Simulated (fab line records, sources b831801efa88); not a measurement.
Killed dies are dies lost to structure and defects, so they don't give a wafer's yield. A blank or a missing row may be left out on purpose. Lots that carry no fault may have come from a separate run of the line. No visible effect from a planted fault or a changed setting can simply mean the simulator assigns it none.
fab line records	flow sky130
record: lots: 14	wafers: 42	last_day: 51
route steps=708 shown POLY_CUT@319 SD_N@349 LOCAL_INTERCONNECT@394 CONTACT@411 PAD_OPEN@708
lots that met no fault: taken from a fault-free run of the same line
start_h: hours from the record's first day to the start of the lot's first wafer shown	wait_h: how many hours have passed since the lot's step before this one	" unchanged from the row above	L1.1+2: a row that stands for several wafers	- no value present, or no start provided	* or withheld: withheld	< > ~ a bound
route shown NAME@n: names a module that has steps shown in the file, with the first one's number in the route	usual: mean/standard deviation taken from wafers without a fault	same: alike in all rows	chamber/n: place in a boat	sites: readings site by site	_std_site: standard deviation of those values	_edge_site: outer sites' mean less inner sites'	radius_mm: how far each site lies from the wafer's centre	mask NAME#n: copy n	behind: the most recent tool/chamber to have shaped the wafer	hold: why the lot went on hold/how many hours it stayed there/how the hold came to an end	device: whichever transistor did not switch (one of n, p or np)	end of line: the tests these same wafers got at the end of their route	where a step has no rows: the recipe by itself	killed: at the first sort, the dies lost to defects and structure; wafer yield is something else	map: a wafer's dies, x killed, . not, _ none there
set.NAME: the setting the step ran with; set.NAME@STEP: the setting that earlier step ran with	model.NAME: the simulator's own value behind a step, which no gauge read
one table for each step of the route and one row for each wafer, over a sample of lots
services: a tool's chamber out of use, with start hour (start_h, from the record's first day; less than 0 if before it), hours out, and reason
== steps ==
step: SKY_POLY_CUT_STRIP_12
recipe: chemistry: O2/N2	power_w: 1400	pressure_mtorr: 1500	platen_temp_c: withheld	o2_flow_sccm: 3000	n2_flow_sccm: 300	overash_fraction: 0.5
usual: drypump_motor_current_A: 5.7/0.4	oes_product_au: 0.452/0.0044	strip_time_to_endpoint_s: 5.355/0.018
lot.wafer	tool	chamber	start_h	wait_h	drypump_motor_current_A	oes_product_au	rf_hours_counter_h	strip_time_to_endpoint_s
L120.2	plasma_asher-02	1	579.30	0.0	6.1	0.449	46	5.357
L120.5	"	1	"	"	6.1	0.455	-	5.347
L120.6	"	0	"	"	6.0	0.440	-	5.339
L122.1	plasma_asher-03	1	595.06	0.0	5.2	0.445	19	5.348
L122.5	"	1	"	"	5.2	0.454	-	5.362
L122.6	"	0	"	"	5.5	0.457	-	5.339
L123.3	plasma_asher-02	1	600.88	0.1	6.1	0.457	-	5.331
L123.5	"	1	"	"	6.1	0.449	-	5.336
L123.6	"	0	"	"	5.9	0.450	-	5.339
L125.1	plasma_asher-04	0	618.03	0.0	5.2	0.451	71	5.339
L125.2	"	1	"	"	6.1	0.458	71	5.319
L125.3	"	0	"	"	5.2	0.449	-	5.336
L127.1	plasma_asher-02	1	636.55	0.0	6.2	0.449	52	5.327
L127.2	"	0	"	"	5.9	0.450	52	5.342
L127.3	"	0	"	"	5.9	0.456	-	5.355
L128.1	plasma_asher-02	1	638.10	0.0	6.1	0.449	52	5.346
L128.2	"	0	"	"	5.9	0.450	52	5.351
L128.3	"	0	"	"	6.0	0.453	-	5.351
L129.1	plasma_asher-03	0	645.46	0.0	5.4	0.459	25	5.365
L129.5	"	1	"	"	5.2	0.448	-	5.348
L129.6	"	0	"	"	5.4	0.458	-	5.363
L130.3	plasma_asher-02	0	663.76	0.1	6.0	0.452	-	5.358
L130.4	"	1	"	"	6.1	0.449	-	5.350
L130.5	"	0	"	"	6.0	0.449	-	5.374
L135.1	plasma_asher-04	1	700.55	0.0	6.1	0.448	78	5.331
L135.2	"	0	"	"	5.2	0.454	78	5.366
L135.4	"	0	"	"	5.3	0.453	-	5.356
L139.2	plasma_asher-04	0	728.05	0.0	5.2	0.454	81	5.368
L139.3	"	1	"	"	6.1	0.453	-	5.366
L139.6	"	1	"	"	6.1	0.450	-	5.367
L140.2	plasma_asher-02	1	736.50	0.0	6.1	0.450	62	5.338
L140.3	"	0	"	"	6.0	0.445	-	5.320
L140.6	"	0	"	"	5.9	0.452	-	5.342
L141.2	plasma_asher-03	1	745.28	0.0	5.2	0.452	35	5.385
L141.3	"	0	"	"	5.4	0.453	-	5.389
L141.6	"	0	"	"	5.5	0.452	-	5.357
L142.4	plasma_asher-04	1	751.11	0.1	6.1	0.449	-	5.372
L142.5	"	0	"	"	5.2	0.453	-	5.385
L142.6	"	1	"	"	6.1	0.449	-	5.386
L143.1	plasma_asher-04	1	758.86	0.0	6.1	0.454	84	5.362
L143.3	"	1	"	"	6.1	0.446	-	5.348
L143.5	"	0	"	"	5.3	0.459	-	5.327
step: SKY_SD_N_CD_MEAS_07
recipe: target_cd_nm: 380
usual: cd_nm: 379.4/2.4
lot.wafer	tool	chamber	start_h	wait_h	cd_nm
L120.2	cd_sem-02	-	669.62	0.1	382.0
L120.5	"	-	"	"	378.5
L120.6	"	-	"	"	382.0
L122.1	cd_sem-01	-	682.60	0.1	380.6
L122.5	"	-	"	"	381.0
L122.6	"	-	"	"	379.7
L123.3	cd_sem-02	-	689.80	0.1	381.6
L123.5	"	-	"	"	382.4
L123.6	"	-	"	"	383.0
L125.1	cd_sem-01	-	705.30	0.1	377.5
L125.2	"	-	"	"	377.2
L125.3	"	-	"	"	375.8
L127.1	cd_sem-01	-	722.51	0.1	381.1
L127.2	"	-	"	"	378.5
L127.3	"	-	"	"	382.5
L128.1	cd_sem-01	-	724.55	0.1	378.3
L128.2	"	-	"	"	379.1
L128.3	"	-	"	"	379.2
L129.1	cd_sem-02	-	732.96	0.1	382.1
L129.5	"	-	"	"	381.7
L129.6	"	-	"	"	381.8
L130.3	cd_sem-01	-	750.00	0.1	375.5
L130.4	"	-	"	"	378.0
L130.5	"	-	"	"	377.4
L135.1	cd_sem-01	-	785.66	0.1	380.9
L135.2	"	-	"	"	380.1
L135.4	"	-	"	"	383.2
L139.2	cd_sem-01	-	815.38	0.1	376.2
L139.3	"	-	"	"	376.0
L139.6	"	-	"	"	377.2
L140.2	cd_sem-01	-	817.89	0.1	381.1
L140.3	"	-	"	"	377.9
L140.6	"	-	"	"	379.8
L141.2	cd_sem-01	-	826.63	0.1	380.7
L141.3	"	-	"	"	382.5
L141.6	"	-	"	"	378.5
L142.4	cd_sem-02	-	832.52	0.1	375.5
L142.5	"	-	"	"	377.4
L142.6	"	-	"	"	377.8
L143.1	cd_sem-01	-	842.97	0.1	376.4
L143.3	"	-	"	"	374.9
L143.5	"	-	"	"	374.6
step: SKY_LOCAL_INTERCONNECT_SOFTBAKE_07
recipe: temp_c: 100	time_s: 90	resist: KrF-thick
usual: run_length_s: 119.06/0.17
lot.wafer	tool	chamber	start_h	wait_h	run_length_s
L120.2	litho_track-01	0	716	-	119.19
L120.5	"	0	"	"	119.25
L120.6	"	0	"	"	119.10
L122.1	litho_track-01	0	729	-	119.47
L122.5	"	0	"	"	119.54
L122.6	"	0	"	"	119.18
L123.3	litho_track-02	0	735	-	118.92
L123.5	"	0	"	"	119.08
L123.6	"	0	"	"	118.98
L125.1	litho_track-01	0	750	-	119.27
L125.2	"	0	"	"	119.16
L125.3	"	0	"	"	119.36
L127.1	litho_track-02	0	768	-	118.98
L127.2	"	0	"	"	118.97
L127.3	"	0	"	"	118.90
L128.1	litho_track-02	0	770	-	118.89
L128.2	"	0	"	"	119.16
L128.3	"	0	"	"	118.86
L129.1	litho_track-02	0	777	-	119.18
L129.5	"	0	778	-	118.82
L129.6	"	0	"	"	119.15
L130.3	litho_track-01	0	795	-	119.09
L130.4	"	0	"	"	119.19
L130.5	"	0	"	"	119.14
L135.1	litho_track-01	0	828	-	119.20
L135.2	"	0	"	"	119.09
L135.4	"	0	"	"	119.09
L139.2	litho_track-01	0	858	-	119.19
L139.3	"	0	"	"	119.27
L139.6	"	0	"	"	145.98
L140.2	litho_track-01	0	860	-	119.17
L140.3	"	0	"	"	119.09
L140.6	"	0	"	"	145.79
L141.2	litho_track-01	0	870	-	119.06
L141.3	"	0	"	"	119.08
L141.6	"	0	"	"	145.68
L142.4	litho_track-03	0	876	-	119.00
L142.5	"	0	"	"	118.89
L142.6	"	0	"	"	118.90
L143.1	litho_track-02	0	885	-	118.88
L143.3	"	0	"	"	118.96
L143.5	"	0	"	"	118.89
step: SKY_CONTACT_BOW_MEAS_05
recipe: mode: bow
usual: CONTACT_BOW: 82/6.5
lot.wafer	tool	chamber	start_h	wait_h	CONTACT_BOW[um]
L120.2	film_metro-04	-	732.32	0.3	75
L120.5	"	-	"	"	85
L120.6	"	-	"	"	73
L122.1	film_metro-02	-	744.66	0.2	77
L122.5	"	-	"	"	78
L122.6	"	-	"	"	84
L123.3	film_metro-04	-	752.06	0.2	74
L123.5	"	-	"	"	81
L123.6	"	-	"	"	76
L125.1	film_metro-02	-	765.84	0.1	83
L125.2	"	-	"	"	82
L125.3	"	-	"	"	90
L127.1	film_metro-02	-	784.52	0.1	89
L127.2	"	-	"	"	65
L127.3	"	-	"	"	79
L128.1	film_metro-04	-	785.63	0.2	73
L128.2	"	-	"	"	87
L128.3	"	-	"	"	95
L129.1	film_metro-02	-	793.58	0.1	85
L129.5	"	-	"	"	78
L129.6	"	-	"	"	85
L130.3	film_metro-04	-	810.05	0.2	81
L130.4	"	-	"	"	85
L130.5	"	-	"	"	78
L135.1	film_metro-03	-	843.64	0.2	86
L135.2	"	-	"	"	83
L135.4	"	-	"	"	81
L139.2	film_metro-02	-	874.22	0.3	77
L139.3	"	-	"	"	89
L139.6	"	-	"	"	74
L140.2	film_metro-03	-	876.31	0.3	94
L140.3	"	-	"	"	89
L140.6	"	-	"	"	81
L141.2	film_metro-04	-	884.33	0.1	87
L141.3	"	-	"	"	91
L141.6	"	-	"	"	87
L142.4	film_metro-02	-	889.90	0.3	82
L142.5	"	-	"	"	75
L142.6	"	-	"	"	81
L143.1	film_metro-04	-	900.22	0.1	67
L143.3	"	-	"	"	86
L143.5	"	-	"	"	82
step: SKY_PAD_OPEN_PROBE_99
usual: killed_at_M0_to_M3: 43/6.9	killed_at_M4_up: 3.2/1.6	killed_at_contacts: 25/5.1	killed_at_front_end: 16/4.5	killed_at_other: 0.3/0.68	killed_dies: 87/8.9	killed_open: 48/6.9	killed_short: 39/6.3
same: gross_dies: 492	killed_at_back_side: 0
lot.wafer	tool	chamber	start_h	wait_h	killed_at_M0_to_M3	killed_at_M4_up	killed_at_contacts	killed_at_front_end	killed_at_other	killed_dies	killed_open	killed_short
L120.2	prober-01	-	1105.53	0.1	53	2	20	12	0	87	57	30
L120.5	prober-01	-	1105.68	0.2	36	3	17	13	0	69	36	33
L120.6	prober-01	-	1105.73	0.2	40	4	18	15	0	77	41	36
L122.1	prober-01	-	1114.75	0.1	45	4	24	21	0	94	52	42
L122.5	prober-01	-	1114.95	0.2	33	7	24	21	0	85	42	42
L122.6	prober-01	-	1115.00	0.2	42	3	21	15	0	81	53	28
L123.3	prober-02	-	1119.64	0.2	33	2	30	14	0	79	37	42
L123.5	prober-02	-	1119.74	0.2	38	2	17	15	0	72	47	25
L123.6	prober-02	-	1119.79	0.2	54	3	22	15	1	95	45	50
L125.1	prober-01	-	1128.88	0.1	40	2	22	19	3	86	45	41
L125.2	prober-01	-	1128.93	0.1	39	1	29	22	0	91	54	37
L125.3	prober-01	-	1128.98	0.2	49	1	23	22	1	96	53	43
L127.1	prober-01	-	1141.63	0.1	44	5	20	10	0	79	39	40
L127.2	prober-01	-	1141.68	0.1	34	3	25	10	0	72	40	32
L127.3	prober-01	-	1141.73	0.2	43	5	30	11	0	89	48	41
L128.1	prober-02	-	1141.95	0.1	42	4	24	14	1	85	47	38
L128.2	prober-02	-	1142.00	0.1	45	6	21	16	1	89	34	55
L128.3	prober-02	-	1142.05	0.2	53	3	19	15	1	91	48	42
L129.1	prober-01	-	1148.64	0.1	38	3	46	19	1	107	53	54
L129.5	prober-01	-	1148.84	0.2	50	1	21	19	0	91	40	51
L129.6	prober-01	-	1148.89	0.2	38	4	32	14	0	88	56	32
L130.3	prober-02	-	1159.24	0.2	40	4	28	18	0	90	54	36
L130.4	prober-02	-	1159.29	0.2	35	2	21	12	1	71	40	30
L130.5	prober-02	-	1159.34	0.2	43	4	26	14	0	87	44	43
L135.1	prober-01	-	1184.73	0.1	50	6	29	16	0	101	61	40
L135.2	prober-01	-	1184.78	0.1	51	2	35	21	0	109	55	54
L135.4	prober-01	-	1184.88	0.2	43	3	32	12	1	91	48	43
L140.2	prober-01	-	1204.54	0.1	31	3	17	17	0	68	30	38
L140.3	prober-01	-	1204.59	0.2	42	5	30	21	0	98	49	49
L140.6	prober-01	-	1204.74	0.2	36	4	21	19	0	80	37	43
L139.2	prober-02	-	1204.93	0.1	52	2	34	14	1	103	59	44
L139.3	prober-02	-	1204.98	0.2	47	4	24	8	0	83	55	28
L139.6	prober-02	-	1205.13	0.2	43	2	26	16	0	87	53	34
L141.2	prober-01	-	1212.70	0.1	46	1	23	14	2	86	43	43
L141.3	prober-01	-	1212.75	0.2	50	2	15	16	2	85	49	35
L141.6	prober-01	-	1212.90	0.2	36	3	28	15	2	84	47	37
L142.4	prober-02	-	1213.18	0.2	50	4	26	19	0	99	52	47
L142.5	prober-02	-	1213.23	0.2	45	2	20	21	2	90	52	37
L142.6	prober-02	-	1213.28	0.2	40	7	30	19	0	96	44	51
L143.1	prober-01	-	1220.72	0.1	43	2	20	8	0	73	43	29
L143.3	prober-01	-	1220.82	0.2	51	3	22	12	0	88	46	42
L143.5	prober-01	-	1220.92	0.2	48	2	22	20	0	92	58	33
killed by level:class
L120.2 CONTACT:geometric_particle:open=11 VIA1:geometric_particle:open=10 VIA3:geometric_particle:open=9 VIA2:geometric_particle:open=9 POLY_GATE:geometric_particle:open=6 METAL2:geometric_particle:short=6 LI_CONTACT:geometric_particle:open=6 VIA1:geometric_particle:short=5
L120.5 VIA1:geometric_particle:open=7 METAL2:geometric_particle:short=7 LI_CONTACT:geometric_particle:open=6 CONTACT:geometric_particle:open=6 VIA3:geometric_particle:open=5 FIELD_ISO:geometric_particle:short=4 METAL1:geometric_particle:short=4 CONTACT:geometric_particle:short=4
L120.6 VIA1:geometric_particle:open=9 VIA3:geometric_particle:open=9 CONTACT:geometric_particle:open=7 METAL2:geometric_particle:short=7 FIELD_ISO:geometric_particle:short=6 LI_CONTACT:geometric_particle:open=6 METAL1:geometric_particle:short=6 POLY_GATE:geometric_particle:short=4
L122.1 VIA1:geometric_particle:open=12 CONTACT:geometric_particle:open=10 LI_CONTACT:geometric_particle:open=8 FIELD_ISO:geometric_particle:short=7 METAL1:geometric_particle:short=7 VIA2:geometric_particle:open=6 CONTACT:geometric_particle:short=5 METAL2:geometric_particle:short=5
L122.5 CONTACT:geometric_particle:open=12 VIA2:geometric_particle:open=7 VIA1:geometric_particle:short=7 FIELD_ISO:geometric_particle:open=6 POLY_GATE:geometric_particle:short=6 METAL1:geometric_particle:short=5 CONTACT:geometric_particle:short=4 METAL4:geometric_particle:short=4
L122.6 VIA1:geometric_particle:open=18 CONTACT:geometric_particle:open=9 VIA3:geometric_particle:open=6 FIELD_ISO:geometric_particle:short=5 CONTACT:geometric_particle:short=5 VIA3:geometric_particle:short=5 VIA2:geometric_particle:open=5 POLY_GATE:geometric_particle:open=4
L123.3 CONTACT:geometric_particle:open=11 METAL1:geometric_particle:short=8 LOCAL_INTERCONNECT:geometric_particle:short=7 CONTACT:geometric_particle:short=6 LI_CONTACT:geometric_particle:open=6 VIA2:geometric_particle:open=5 VIA3:geometric_particle:open=5 POLY_GATE:geometric_particle:open=4
L123.5 VIA1:geometric_particle:open=11 VIA3:geometric_particle:open=8 CONTACT:geometric_particle:open=6 VIA2:geometric_particle:open=6 LI_CONTACT:geometric_particle:open=5 POLY_GATE:geometric_particle:open=4 FIELD_ISO:geometric_particle:short=3 FIELD_ISO:geometric_particle:open=3
L123.6 VIA1:geometric_particle:open=11 VIA2:geometric_particle:open=10 VIA1:geometric_particle:short=9 CONTACT:geometric_particle:open=7 FIELD_ISO:geometric_particle:short=6 METAL2:geometric_particle:short=6 CONTACT:geometric_particle:short=4 LOCAL_INTERCONNECT:geometric_particle:short=4
L125.1 VIA2:geometric_particle:open=8 VIA1:geometric_particle:open=8 CONTACT:geometric_particle:open=7 POLY_GATE:geometric_particle:open=6 LI_CONTACT:geometric_particle:open=6 METAL2:geometric_particle:short=6 POLY_GATE:geometric_particle:short=4 LOCAL_INTERCONNECT:geometric_particle:short=4
L125.2 CONTACT:geometric_particle:open=14 VIA1:geometric_particle:open=10 LI_CONTACT:geometric_particle:open=9 FIELD_ISO:geometric_particle:short=7 VIA3:geometric_particle:open=7 VIA3:geometric_particle:short=5 VIA2:geometric_particle:open=4 VIA2:geometric_particle:short=4
L125.3 VIA1:geometric_particle:open=15 LI_CONTACT:geometric_particle:open=9 CONTACT:geometric_particle:open=9 VIA1:geometric_particle:short=8 FIELD_ISO:geometric_particle:short=7 METAL2:geometric_particle:short=7 VIA2:geometric_particle:open=7 POLY_GATE:geometric_particle:open=5
L127.1 VIA1:geometric_particle:open=11 METAL1:geometric_particle:short=6 CONTACT:geometric_particle:short=5 CONTACT:geometric_particle:open=5 VIA1:geometric_particle:short=5 METAL2:geometric_particle:short=5 VIA2:geometric_particle:open=5 POLY_GATE:geometric_particle:short=4
L127.2 CONTACT:geometric_particle:open=10 VIA1:geometric_particle:open=8 VIA3:geometric_particle:open=8 LI_CONTACT:geometric_particle:open=5 LOCAL_INTERCONNECT:geometric_particle:short=5 METAL1:geometric_particle:short=5 FIELD_ISO:geometric_particle:short=4 POLY_GATE:geometric_particle:open=4
L127.3 VIA1:geometric_particle:open=12 CONTACT:geometric_particle:open=11 LI_CONTACT:geometric_particle:open=6 METAL1:geometric_particle:short=6 CONTACT:geometric_particle:short=5 VIA2:geometric_particle:short=5 VIA3:geometric_particle:open=5 LOCAL_INTERCONNECT:geometric_particle:short=4
L128.1 VIA1:geometric_particle:open=10 VIA1:geometric_particle:short=9 CONTACT:geometric_particle:open=8 LI_CONTACT:geometric_particle:open=6 VIA2:geometric_particle:open=6 CONTACT:geometric_particle:short=5 POLY_GATE:geometric_particle:open=4 METAL1:geometric_particle:short=4
L128.2 VIA1:geometric_particle:open=9 VIA1:geometric_particle:short=7 METAL2:geometric_particle:short=7 FIELD_ISO:geometric_particle:short=6 VIA3:geometric_particle:open=6 METAL1:geometric_particle:short=6 LI_CONTACT:geometric_particle:open=5 METAL4:geometric_particle:short=4
L128.3 VIA1:geometric_particle:open=15 VIA1:geometric_particle:short=9 CONTACT:geometric_particle:open=8 METAL1:geometric_particle:short=7 VIA3:geometric_particle:open=7 FIELD_ISO:geometric_particle:short=6 FIELD_ISO:geometric_particle:open=6 LI_CONTACT:geometric_particle:open=5
L129.1 CONTACT:geometric_particle:open=12 CONTACT:geometric_particle:short=11 VIA1:geometric_particle:open=10 LOCAL_INTERCONNECT:geometric_particle:short=10 LI_CONTACT:geometric_particle:open=7 POLY_GATE:geometric_particle:open=6 FIELD_ISO:geometric_particle:short=5 LI_CONTACT:geometric_particle:short=5
L129.5 METAL2:geometric_particle:short=9 VIA3:geometric_particle:open=8 LI_CONTACT:geometric_particle:open=8 METAL1:geometric_particle:short=6 CONTACT:geometric_particle:open=6 VIA1:geometric_particle:open=5 VIA1:geometric_particle:short=5 FIELD_ISO:geometric_particle:short=4
L129.6 VIA1:geometric_particle:open=16 CONTACT:geometric_particle:open=15 LOCAL_INTERCONNECT:geometric_particle:short=8 VIA1:geometric_particle:short=5 POLY_GATE:geometric_particle:short=4 VIA2:geometric_particle:open=4 VIA3:geometric_particle:open=4 POLY_GATE:geometric_particle:open=3
L130.3 VIA1:geometric_particle:open=18 LI_CONTACT:geometric_particle:open=10 FIELD_ISO:geometric_particle:short=8 CONTACT:geometric_particle:open=7 VIA3:geometric_particle:open=7 CONTACT:geometric_particle:short=6 METAL2:geometric_particle:short=4 FIELD_ISO:geometric_particle:open=3
L130.4 VIA1:geometric_particle:open=12 CONTACT:geometric_particle:open=8 VIA3:geometric_particle:open=7 METAL1:geometric_particle:short=6 VIA1:geometric_particle:short=5 LI_CONTACT:geometric_particle:open=4 LI_CONTACT:geometric_particle:short=3 LOCAL_INTERCONNECT:geometric_particle:short=3
L130.5 CONTACT:geometric_particle:open=11 VIA1:geometric_particle:open=10 VIA1:geometric_particle:short=8 METAL2:geometric_particle:short=8 LI_CONTACT:geometric_particle:open=7 POLY_GATE:geometric_particle:short=4 CONTACT:geometric_particle:short=4 POLY_GATE:geometric_particle:open=3
L135.1 CONTACT:geometric_particle:open=13 VIA1:geometric_particle:open=10 VIA2:geometric_particle:open=9 VIA3:geometric_particle:open=7 CONTACT:geometric_particle:short=6 VIA2:geometric_particle:short=6 LI_CONTACT:geometric_particle:open=5 POLY_GATE:geometric_particle:open=4
L135.2 VIA1:geometric_particle:open=13 CONTACT:geometric_particle:short=11 CONTACT:geometric_particle:open=10 LI_CONTACT:geometric_particle:open=7 METAL1:geometric_particle:short=6 VIA2:geometric_particle:open=6 VIA2:geometric_particle:short=4 POLY_CUT:geometric_particle:short=4
L135.4 VIA1:geometric_particle:open=13 CONTACT:geometric_particle:open=12 LI_CONTACT:geometric_particle:open=7 LOCAL_INTERCONNECT:geometric_particle:short=7 VIA1:geometric_particle:short=7 VIA2:geometric_particle:open=6 CONTACT:geometric_particle:short=5 VIA3:geometric_particle:open=5
L140.2 POLY_GATE:geometric_particle:short=6 VIA1:geometric_particle:open=5 METAL2:geometric_particle:short=5 POLY_GATE:geometric_particle:open=4 CONTACT:geometric_particle:short=4 CONTACT:geometric_particle:open=4 VIA2:geometric_particle:open=4 LI_CONTACT:geometric_particle:open=3
L140.3 CONTACT:geometric_particle:open=14 FIELD_ISO:geometric_particle:open=7 FIELD_ISO:geometric_particle:short=6 LI_CONTACT:geometric_particle:open=6 CONTACT:geometric_particle:short=6 METAL1:geometric_particle:short=6 VIA1:geometric_particle:open=6 METAL2:geometric_particle:short=6
L140.6 FIELD_ISO:geometric_particle:open=9 CONTACT:geometric_particle:open=6 VIA1:geometric_particle:short=5 VIA3:geometric_particle:open=5 FIELD_ISO:geometric_particle:short=4 LOCAL_INTERCONNECT:geometric_particle:short=4 CONTACT:geometric_particle:short=4 METAL1:geometric_particle:short=4
L139.2 VIA2:geometric_particle:open=13 CONTACT:geometric_particle:open=13 VIA1:geometric_particle:open=11 FIELD_ISO:geometric_particle:open=8 LOCAL_INTERCONNECT:geometric_particle:short=7 LI_CONTACT:geometric_particle:open=6 VIA3:geometric_particle:open=6 METAL2:geometric_particle:short=5
L139.3 VIA1:geometric_particle:open=12 CONTACT:geometric_particle:open=9 VIA2:geometric_particle:open=9 VIA1:geometric_particle:short=6 VIA3:geometric_particle:open=6 LI_CONTACT:geometric_particle:open=5 FIELD_ISO:geometric_particle:open=4 LI_CONTACT:geometric_particle:short=4
L139.6 CONTACT:geometric_particle:open=12 VIA1:geometric_particle:open=9 VIA2:geometric_particle:open=7 FIELD_ISO:geometric_particle:open=5 VIA3:geometric_particle:open=5 LI_CONTACT:geometric_particle:open=5 METAL1:geometric_particle:short=5 FIELD_ISO:geometric_particle:short=4
L141.2 VIA1:geometric_particle:open=8 CONTACT:geometric_particle:open=8 LI_CONTACT:geometric_particle:open=7 FIELD_ISO:geometric_particle:open=6 CONTACT:geometric_particle:short=6 VIA2:geometric_particle:open=6 VIA1:geometric_particle:short=5 METAL1:geometric_particle:short=5
L141.3 VIA1:geometric_particle:open=13 METAL2:geometric_particle:short=10 VIA3:geometric_particle:open=9 VIA2:geometric_particle:open=6 FIELD_ISO:geometric_particle:short=4 LI_CONTACT:geometric_particle:open=4 CONTACT:geometric_particle:open=4 VIA1:geometric_particle:short=4
L141.6 CONTACT:geometric_particle:open=9 VIA1:geometric_particle:open=9 VIA3:geometric_particle:open=7 FIELD_ISO:geometric_particle:open=6 CONTACT:geometric_particle:short=6 VIA1:geometric_particle:short=6 VIA2:geometric_particle:open=4 LI_CONTACT:geometric_particle:short=4
L142.4 VIA1:geometric_particle:open=15 CONTACT:geometric_particle:open=9 CONTACT:geometric_particle:short=7 VIA3:geometric_particle:open=7 LOCAL_INTERCONNECT:geometric_particle:short=6 VIA1:geometric_particle:short=6 FIELD_ISO:geometric_particle:short=5 FIELD_ISO:geometric_particle:open=5
L142.5 VIA1:geometric_particle:open=16 CONTACT:geometric_particle:open=13 FIELD_ISO:geometric_particle:open=7 VIA3:geometric_particle:open=7 VIA3:geometric_particle:short=5 FIELD_ISO:geometric_particle:short=4 LOCAL_INTERCONNECT:geometric_particle:short=4 VIA2:geometric_particle:short=4
L142.6 CONTACT:geometric_particle:open=10 METAL1:geometric_particle:short=9 LI_CONTACT:geometric_particle:open=6 METAL2:geometric_particle:short=6 FIELD_ISO:geometric_particle:short=5 POLY_GATE:geometric_particle:open=5 LOCAL_INTERCONNECT:geometric_particle:short=5 CONTACT:geometric_particle:short=5
L143.1 VIA1:geometric_particle:open=10 VIA2:geometric_particle:open=7 METAL2:geometric_particle:short=6 CONTACT:geometric_particle:short=6 CONTACT:geometric_particle:open=6 VIA3:geometric_particle:open=5 VIA1:geometric_particle:short=4 METAL2:geometric_particle:open=4
L143.3 VIA1:geometric_particle:open=11 CONTACT:geometric_particle:open=9 VIA2:geometric_particle:open=9 METAL1:geometric_particle:short=7 VIA1:geometric_particle:short=7 CONTACT:geometric_particle:short=5 METAL2:geometric_particle:short=5 VIA3:geometric_particle:open=5
L143.5 VIA1:geometric_particle:open=15 LI_CONTACT:geometric_particle:open=9 VIA3:geometric_particle:open=8 FIELD_ISO:geometric_particle:open=6 METAL1:geometric_particle:short=6 POLY_GATE:geometric_particle:open=5 CONTACT:geometric_particle:open=5 VIA3:geometric_particle:short=5
== services ==
tool	chamber	start_h	hours	kind
plasma_asher-04	-	574.59	8.9	repair
plasma_asher-04	-	605.76	4.4	repair
plasma_asher-04	-	718.77	0.6	repair
plasma_asher-03	-	724.48	0.8	repair
plasma_asher-03	-	755.00	2.8	pm
plasma_asher-04	-	764.55	1.2	repair
plasma_asher-03	-	791.15	0.8	repair
plasma_asher-02	-	837.47	0.3	repair
plasma_asher-02	-	862.05	0.6	repair
plasma_asher-02	-	867.50	2.8	pm
== key ==
first_sign: step: SKY_LOCAL_INTERCONNECT_SOFTBAKE_07	reading: run_length_s	direction: up	sigmas: 99+	usual: *	struck: *
effect none on later readings
met_at SKY_LOCAL_INTERCONNECT_SOFTBAKE_07
struck_lots L139,L140,L141
struck_wafers L139.6,L140.6,L141.6
tester_left_out L139,L140,L141
not_acting_at SKY_POLY_CUT_STRIP_12,SKY_SD_N_CD_MEAS_07,SKY_CONTACT_BOW_MEAS_05
onset_between 828 858
fault: kind: process_parameter_drift	tool: litho_track-01	chamber: -	onset_h: 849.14	steps: SKY_LOCAL_INTERCONNECT_SOFTBAKE_07	channel: time_s	offset: *	shape: step	end_h: 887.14	scope: struck_wafers_only	acts_in: *	stated: *
tester_left_out: of these lots the tester's yield and bins aren't shown, on N5 and GAA mostly nor the transistor test; their killed dies are dies lost to structure and defects alone, not to doping, threshold or leakage, so they don't give the yield
